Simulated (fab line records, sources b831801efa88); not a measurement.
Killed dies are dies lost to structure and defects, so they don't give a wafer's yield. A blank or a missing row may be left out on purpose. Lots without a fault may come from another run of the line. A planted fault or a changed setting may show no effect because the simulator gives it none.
Which tool did it? | flow gf180mcu | 14 lots, 42 wafers sampled, at 4 steps of a route of 602

WHAT THE GAUGES READ, wafer by wafer
GF_SAB_THK_MEAS_01. Usual: SAB_CVD_00_THK 49.7 nm, standard deviation 0.57.
lot  | measured     | on            | SAB_CVD_00_THK (nm) | flag
L191 | day 14 06:10 | film_metro-02 | 49.6 49.9 50.5      |
L192 | day 14 19:59 | film_metro-01 | 49.7 50.3 50.3      |
L193 | day 14 22:31 | film_metro-01 | 49.7 49.5 50.1      |
L194 | day 15 05:39 | film_metro-01 | 49.4 49.5 50.3      |
L195 | day 15 14:23 | film_metro-01 | 48.9 50.4 50.1      |
L201 | day 18 01:52 | film_metro-01 | 49.3 49.2 50.2      |
L202 | day 18 02:10 | film_metro-02 | 49.3 49.2 50.6      |
L203 | day 18 16:55 | film_metro-02 | 48.2 49.2 49.1      |
L208 | day 20 05:37 | film_metro-01 | 49.1 48.7 49.9      |
L210 | day 20 23:37 | film_metro-01 | 50.4 50.6 50.0      |
L211 | day 21 07:41 | film_metro-03 | 49.1 50.0 49.6      |
L212 | day 21 15:19 | film_metro-03 | 49.6 49.8 50.6      |
L213 | day 21 22:49 | film_metro-02 | 49.4 49.7 49.6      |
L214 | day 22 04:23 | film_metro-01 | 49.8 50.1 50.6      |

GF_SAB_CD_MEAS_09: target cd 420 nm. Usual: cd_nm 419.9 nm, standard deviation 2.
lot  | measured     | on        | cd_nm (nm)        | flag
L191 | day 15 02:40 | cd_sem-01 | 421.0 419.0 422.7 |
L192 | day 15 17:17 | cd_sem-02 | 417.9 418.8 420.4 |
L193 | day 15 19:42 | cd_sem-02 | 419.3 420.1 420.8 |
L194 | day 16 03:29 | cd_sem-02 | 421.3 418.1 419.1 |
L195 | day 16 11:38 | cd_sem-01 | 421.8 423.0 422.8 |
L201 | day 19 01:05 | cd_sem-01 | 421.5 322.0 419.0 | OFF
L202 | day 19 01:37 | cd_sem-02 | 419.9 321.3 419.1 | OFF
L203 | day 19 17:23 | cd_sem-02 | 322.0 322.0 418.1 | OFF
L208 | day 21 05:55 | cd_sem-02 | 419.2 420.3 420.9 |
L210 | day 21 23:17 | cd_sem-02 | 425.8 422.8 423.1 |
L211 | day 22 07:46 | cd_sem-01 | 419.8 421.2 419.5 |
L212 | day 22 13:50 | cd_sem-02 | 421.6 420.6 423.9 |
L213 | day 22 22:38 | cd_sem-02 | 421.1 419.3 420.4 |
L214 | day 23 03:50 | cd_sem-02 | 416.0 415.8 416.5 |

WHICH TOOL RAN EACH LOT (tool, then ch and the chambers of the sampled wafers, then the start)
lot  | GF_SAB_CVD_00                   | GF_SAB_EXPOSE_06
L191 | pecvd-01 ch 0,1, day 14 06:08   | iline_stepper-01 ch 0, day 14 16:31
L192 | pecvd-03 ch 0,2, day 14 19:56   | iline_stepper-01 ch 0, day 15 06:35
L193 | pecvd-04 ch 0,1, day 14 22:29   | iline_stepper-02 ch 0, day 15 09:08
L194 | pecvd-03 ch 0,1,2, day 15 05:38 | iline_stepper-02 ch 0, day 15 16:58
L195 | pecvd-01 ch 1,2, day 15 14:20   | iline_stepper-02 ch 0, day 16 00:55
L201 | pecvd-03 ch 0,1,2, day 18 01:51 | iline_stepper-01 ch 0, day 18 13:39
L202 | pecvd-04 ch 0,1,2, day 18 02:08 | iline_stepper-01 ch 0, day 18 13:59
L203 | pecvd-04 ch 0,2, day 18 16:53   | iline_stepper-01 ch 0, day 19 04:31
L208 | pecvd-04 ch 0,1,2, day 20 05:35 | iline_stepper-02 ch 0, day 20 18:00
L210 | pecvd-03 ch 0,1,2, day 20 23:32 | iline_stepper-02 ch 0, day 21 10:56
L211 | pecvd-04 ch 0,1,2, day 21 07:40 | iline_stepper-01 ch 0, day 21 20:07
L212 | pecvd-04 ch 0,1,2, day 21 15:17 | iline_stepper-01 ch 0, day 22 03:02
L213 | pecvd-04 ch 1,2, day 21 22:47   | iline_stepper-02 ch 0, day 22 10:35
L214 | pecvd-03 ch 1,2, day 22 04:22   | iline_stepper-02 ch 0, day 22 16:14
- GF_SAB_CVD_00: deposits SiO2 from TEOS, target thk 50 nm, time 4.9302 s.
- GF_SAB_EXPOSE_06: exposes mask SAB, target cd 420 nm.

WHAT THE TOOLS THEMSELVES READ (means of the sampled wafers that have a number; where no wafer has one, the mark that the record gives instead)
GF_SAB_CVD_00. Usual: heater_power_w 648 W, standard deviation 85.
lot  | tool     | heater_power_w (W) | flag
L191 | pecvd-01 | 633                |
L192 | pecvd-03 | 673                |
L193 | pecvd-04 | 599                |
L194 | pecvd-03 | 622                |
L195 | pecvd-01 | 618                |
L201 | pecvd-03 | 651                |
L202 | pecvd-04 | 653                |
L203 | pecvd-04 | 679                |
L208 | pecvd-04 | 600                |
L210 | pecvd-03 | 645                |
L211 | pecvd-04 | 655                |
L212 | pecvd-04 | 613                |
L213 | pecvd-04 | 654                |
L214 | pecvd-03 | 606                |

THE ANSWER, worked out from the rows above alone
Rule: a lot is off if the mean of its wafers that have a number lies more than 3 standard deviations from the usual mean. A lot without any number at a reading at which 4 lots or more have one is off too. The other lots that the step has rows for count as sound. The gauges are gone through in route order, then the tools' own readings, and for those a lot's mean is taken as printed above. The first step at which some lot is off is used, and at that step the reading that is off furthest; a lot without a number counts as furthest.
Off: L201, L202, L203, at GF_SAB_CD_MEAS_09 (cd_nm).
A tool fits if, at a process step before that reading, it ran every lot that is off, and no sound lot after the first of them. The gauges at GF_SAB_CD_MEAS_09 are tried like those tools. None of those tried fits.

WHAT THE SIMULATOR HAD PUT IN
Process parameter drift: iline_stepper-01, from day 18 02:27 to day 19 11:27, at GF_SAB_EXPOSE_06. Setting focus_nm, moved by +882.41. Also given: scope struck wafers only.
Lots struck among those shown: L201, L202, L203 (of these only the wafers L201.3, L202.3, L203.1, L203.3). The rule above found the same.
